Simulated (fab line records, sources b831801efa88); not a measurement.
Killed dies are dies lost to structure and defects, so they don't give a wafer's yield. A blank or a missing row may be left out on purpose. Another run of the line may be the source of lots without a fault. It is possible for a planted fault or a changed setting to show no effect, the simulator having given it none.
fab line records | flow gf180mcu
record lots=6 | wafers=18 | last-day=34
route steps=602 shown VT_IMPLANT@104
lots with no fault: from the same line, run without faults
start-h: hours from the record's opening day to when the first of the lot's shown wafers began | wait-h: hours from the lot's prior step to this one | " same as the row above | L1.1+2: a single row standing in for several wafers | - no value present, or no start provided | * or withheld: withheld | < > ~ a bound
route shown NAME@n: NAME is a module with steps in the file, n the number in the route of the first one | usual: mean/standard deviation of fault-free wafers | same: alike in all rows | chamber/n: place in a boat | sites: each site's reading | _std_site: standard deviation of those values | _edge_site: outer sites' mean less inner sites' | radius-mm: how far each site lies from the wafer's centre | mask NAME#n: copy n | behind: tool/chamber where the wafer was last shaped | hold: reason for holding the lot/hours on hold/outcome of the hold | device: whichever transistor did not switch (one of n, p or np) | end of line: the same wafers' tests at the end of the route | where a step has no rows: the recipe by itself | killed: at the first sort, the dies lost to defects and structure; wafer yield is something else | map: a wafer's dies, x killed, . not, _ none there
set.NAME: the run value of the setting; set.NAME@STEP: its run value at that earlier step | model.NAME: the simulator's own value behind a step, which no gauge read
lots seen at some steps along the route; tables by step, rows by wafer
services: from which hour (start-h, from the record's first day; less than 0 if before it) a tool's chamber was out of use, for how many hours, and why
## steps
# step GF_VT_IMPLANT_SOFTBAKE_14
# recipe temp-c=90 | time-s=60 | resist=NOVOLAK
# step GF_VT_IMPLANT_EXPOSE_15
# recipe mask-id=Nwell_LV_AREA | target-cd-nm=860 | na=0.6 | source-shape=conventional | sigma-outer=0.6 | dose-mj=140
# step GF_VT_IMPLANT_PEB_16
# recipe temp-c=withheld | time-s=* | resist=NOVOLAK
# step GF_VT_IMPLANT_DEVELOP_17
# recipe develop-time-s=60 | dev-temp-c=23
# step GF_VT_IMPLANT_OVL_MEAS_18
# usual VT_IMPLANT_01_OVL=-0.5/1.3
lot.wafer | tool       | chamber | start-h | wait-h | VT_IMPLANT_01_OVL[nm]
L861.1    | overlay-02 | -       | 125.63  | 0.1    | -1.5
L861.2    | "          | -       | "       | "      | -1.6
L861.4    | "          | -       | "       | "      | -1.1
L872.2    | overlay-02 | -       | 197.48  | 0.1    | -2.1
L872.3    | "          | -       | "       | "      | -3.1
L872.6    | "          | -       | "       | "      | -2.4
L875.1    | overlay-01 | -       | 215.07  | 0.1    | 0.9
L875.3    | "          | -       | "       | "      | 1.8
L875.6    | "          | -       | "       | "      | 1.5
L876.1    | overlay-01 | -       | 222.00  | 0.1    | 1.8
L876.2    | "          | -       | "       | "      | 0.4
L876.3    | "          | -       | "       | "      | 0.5
L881.1    | overlay-02 | -       | 253.79  | 0.1    | 0.5
L881.5    | "          | -       | "       | "      | 0.9
L881.6    | "          | -       | "       | "      | 0.4
L882.1    | overlay-02 | -       | 260.57  | 0.1    | -2.0
L882.3    | "          | -       | "       | "      | -1.6
L882.4    | "          | -       | "       | "      | -2.5
# step GF_VT_IMPLANT_IMPLANT_19
# recipe species=As | energy-kev=100 | dose-cm2=4.35e+12 | tilt-deg=7
# step GF_VT_IMPLANT_STRIP_20
# recipe chemistry=O2/N2 | power-w=1400 | pressure-mtorr=1500 | platen-temp-c=250 | o2-flow-sccm=3000 | n2-flow-sccm=300 | overash-fraction=0.5
# usual drypump-motor-current-A=5.7/0.51 | heater-power-w=341/20 | oes-product-au=0.716/0.0044 | strip-time-to-endpoint-s=12.63/0.041
lot.wafer | tool            | chamber | start-h | wait-h | drypump-motor-current-A | heater-power-w | oes-product-au | rf-hours-counter-h | strip-time-to-endpoint-s
L861.1    | plasma-asher-02 | 0       | 125.81  | 0.1    | 6.6                     | 336            | 0.713          | 46                 | 12.55
L861.2    | "               | 1       | "       | "      | 5.6                     | 363            | 0.720          | 46                 | 12.62
L861.4    | "               | 1       | "       | "      | 5.5                     | 367            | 0.709          | -                  | 12.64
L872.2    | plasma-asher-02 | 0       | 197.66  | 0.1    | 6.6                     | 343            | 0.714          | 53                 | 12.69
L872.3    | "               | 1       | "       | "      | 5.6                     | 367            | 0.720          | -                  | 12.64
L872.6    | "               | 0       | "       | "      | 6.6                     | 331            | 0.710          | -                  | 12.68
L875.1    | plasma-asher-02 | 1       | 215.26  | 0.1    | 5.6                     | 374            | 0.708          | 55                 | 12.70
L875.3    | "               | 0       | "       | "      | 6.6                     | 335            | 0.708          | -                  | 12.69
L875.6    | "               | 1       | "       | "      | 5.6                     | 373            | 0.711          | -                  | 12.66
L876.1    | plasma-asher-04 | 1       | 222.18  | 0.1    | 5.4                     | 352            | 0.716          | 11                 | 12.66
L876.2    | "               | 0       | "       | "      | 5.7                     | 330            | 0.718          | 11                 | 12.70
L876.3    | "               | 1       | "       | "      | 5.4                     | 353            | 0.713          | -                  | 12.66
L881.1    | plasma-asher-02 | 0       | 253.98  | 0.1    | 6.6                     | 342            | 0.715          | 59                 | 12.60
L881.5    | "               | 1       | "       | "      | 5.6                     | 389            | 0.717          | -                  | 12.59
L881.6    | "               | 0       | "       | "      | 6.6                     | 342            | 0.713          | -                  | 12.60
L882.1    | plasma-asher-01 | 0       | 260.76  | 0.1    | 5.7                     | 309            | 0.706          | 48                 | 12.61
L882.3    | "               | 1       | "       | "      | 5.1                     | 337            | 0.712          | -                  | 12.57
L882.4    | "               | 0       | "       | "      | 5.7                     | 317            | 0.720          | -                  | 12.59
# step GF_VT_IMPLANT_TW_MEAS_21
# usual VT_IMPLANT_2_TW=1213/6.5
lot.wafer | tool          | chamber | start-h | wait-h | VT_IMPLANT_2_TW
L861.1    | film-metro-04 | -       | 125.91  | 0.1    | 1214
L861.2    | "             | -       | "       | "      | 1205
L861.4    | "             | -       | "       | "      | 1216
L872.2    | film-metro-02 | -       | 197.77  | 0.1    | 1211
L872.3    | "             | -       | "       | "      | 1216
L872.6    | "             | -       | "       | "      | 1216
L875.1    | film-metro-03 | -       | 215.36  | 0.1    | 1209
L875.3    | "             | -       | "       | "      | 1209
L875.6    | "             | -       | "       | "      | 1211
L876.1    | film-metro-02 | -       | 222.28  | 0.1    | 1206
L876.2    | "             | -       | "       | "      | 1203
L876.3    | "             | -       | "       | "      | 1203
L881.1    | film-metro-02 | -       | 254.08  | 0.1    | 1206
L881.5    | "             | -       | "       | "      | 1208
L881.6    | "             | -       | "       | "      | 1205
L882.1    | film-metro-03 | -       | 260.86  | 0.1    | 1218
L882.3    | "             | -       | "       | "      | 1213
L882.4    | "             | -       | "       | "      | 1209
# step GF_VT_IMPLANT_DEHYDRATE_22
# recipe temp-c=200 | time-s=60
# step GF_VT_IMPLANT_HMDS_23
# recipe prime-time-s=60 | prime-temp-c=120
# step GF_VT_IMPLANT_COAT_24
# recipe resist=NOVOLAK | spin-rpm=3000 | resist-thk-nm=1000
# step GF_VT_IMPLANT_SOFTBAKE_25
# recipe temp-c=90 | time-s=60 | resist=NOVOLAK
# step GF_VT_IMPLANT_EXPOSE_26
# recipe mask-id=LVPWELL_HV_AREA | target-cd-nm=860 | na=0.6 | source-shape=conventional | sigma-outer=0.6 | dose-mj=140
# usual exposure-dose-mJ-cm2=139.97/0.12 | focus-offset-nm=0.0/0.54
lot.wafer | tool             | chamber | start-h | wait-h | mask              | exposure-dose-mJ-cm2 | focus-offset-nm | model.VT_IMPLANT.overlay-x-nm | model.VT_IMPLANT.overlay-y-nm
L861.1    | iline-stepper-02 | 0       | 133.70  | -      | LVPWELL_HV_AREA#0 | 140.02               | 0.3             | -0.4964                       | -0.3758
L861.2    | "                | 0       | "       | "      | LVPWELL_HV_AREA#0 | 139.95               | 0.0             | -0.4964                       | -0.3758
L861.4    | "                | 0       | "       | "      | LVPWELL_HV_AREA#0 | 140.14               | -0.6            | -0.4964                       | -0.3758
L872.2    | iline-stepper-01 | 0       | 206.75  | -      | LVPWELL_HV_AREA#0 | 140.01               | 0.0             | -0.1311                       | -0.4981
L872.3    | "                | 0       | "       | "      | LVPWELL_HV_AREA#0 | 140.05               | 0.2             | -0.1311                       | -0.4981
L872.6    | "                | 0       | "       | "      | LVPWELL_HV_AREA#0 | 140.22               | 0.2             | -0.1311                       | -0.4981
L875.1    | iline-stepper-02 | -       | 224.27  | -      | LVPWELL_HV_AREA#0 | -                    | -               | 0.6093                        | -0.6064
L875.3    | "                | -       | "       | "      | LVPWELL_HV_AREA#0 | -                    | -               | 0.6093                        | -0.6064
L875.6    | "                | -       | "       | "      | LVPWELL_HV_AREA#0 | -                    | -               | 0.6093                        | -0.6064
L876.1    | iline-stepper-01 | -       | 230.85  | -      | LVPWELL_HV_AREA#0 | -                    | -               | 1.187                         | 0.7622
L876.2    | "                | -       | "       | "      | LVPWELL_HV_AREA#0 | -                    | -               | 1.187                         | 0.7622
L876.3    | "                | -       | "       | "      | LVPWELL_HV_AREA#0 | -                    | -               | 1.187                         | 0.7622
L881.1    | iline-stepper-01 | 0       | 262.89  | -      | LVPWELL_HV_AREA#0 | 139.90               | 1.0             | -0.358                        | -0.9224
L881.5    | "                | 0       | "       | "      | LVPWELL_HV_AREA#0 | 139.77               | 0.7             | -0.358                        | -0.9224
L881.6    | "                | 0       | "       | "      | LVPWELL_HV_AREA#0 | 139.77               | 0.7             | -0.358                        | -0.9224
L882.1    | iline-stepper-02 | 0       | 270.72  | -      | LVPWELL_HV_AREA#0 | 140.00               | -0.3            | 0.02005                       | -1.462
L882.3    | "                | 0       | "       | "      | LVPWELL_HV_AREA#0 | 140.20               | -0.3            | 0.02005                       | -1.462
L882.4    | "                | 0       | "       | "      | LVPWELL_HV_AREA#0 | 139.90               | 0.1             | 0.02005                       | -1.462
# step GF_VT_IMPLANT_PEB_27
# recipe temp-c=withheld | time-s=* | resist=NOVOLAK
## services
tool             | chamber | start-h | hours | kind
iline-stepper-01 | 0       | 101.93  | -     | calibration
plasma-asher-04  | -       | 108.75  | 9.0   | pm
plasma-asher-04  | 0       | 108.75  | 9.0   | vent-cycle
plasma-asher-04  | 1       | 108.75  | 9.0   | vent-cycle
iline-stepper-02 | -       | 111.25  | 4.9   | repair
plasma-asher-04  | 0       | 117.75  | -     | clean
plasma-asher-04  | 1       | 117.75  | -     | clean
iline-stepper-01 | -       | 142.90  | 1.7   | pm
iline-stepper-02 | 0       | 155.63  | -     | calibration
plasma-asher-02  | -       | 233.44  | 1.7   | repair
plasma-asher-01  | -       | 249.87  | 0.9   | repair
## key
first-sign step=GF_VT_IMPLANT_EXPOSE_26 | reading=tool-record | direction=missing
effect none on later readings
model-effect step=GF_VT_IMPLANT_EXPOSE_26 | value=VT_IMPLANT.overlay-x-nm | without=-0.1272 | struck=0.8981
met-at GF_VT_IMPLANT_EXPOSE_26
struck-wafers L875.1,L875.3,L875.6,L876.1,L876.2,L876.3
rows-end L876.1,L876.2,L876.3
later-rows-left-out L875.1,L875.3,L875.6
sort-left-out L875.1,L875.3,L875.6
tester-left-out L875
onset-between 206.75 224.27
fault kind=skipped-step-whole | tool=iline-stepper-01,iline-stepper-02 | chamber=- | onset-h=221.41 | steps=GF_VT_IMPLANT_EXPOSE_26 | scope=struck-lots-only
# tester-left-out: of these lots the tester's yield and bins aren't shown, on N5 and GAA mostly nor the transistor test; their killed dies are dies lost to structure and defects alone, not to doping, threshold or leakage, so they don't give the yield
# sort-left-out: the simulated sort isn't trusted on such a fault, so these wafers' sort isn't shown, and their yield isn't known
# later-rows-left-out: the simulator's readings of these wafers behind a module that went badly wrong aren't trusted and aren't shown, but for the sort
# rows-end: these wafers met a further fault down the route, and their rows from its step on are left out
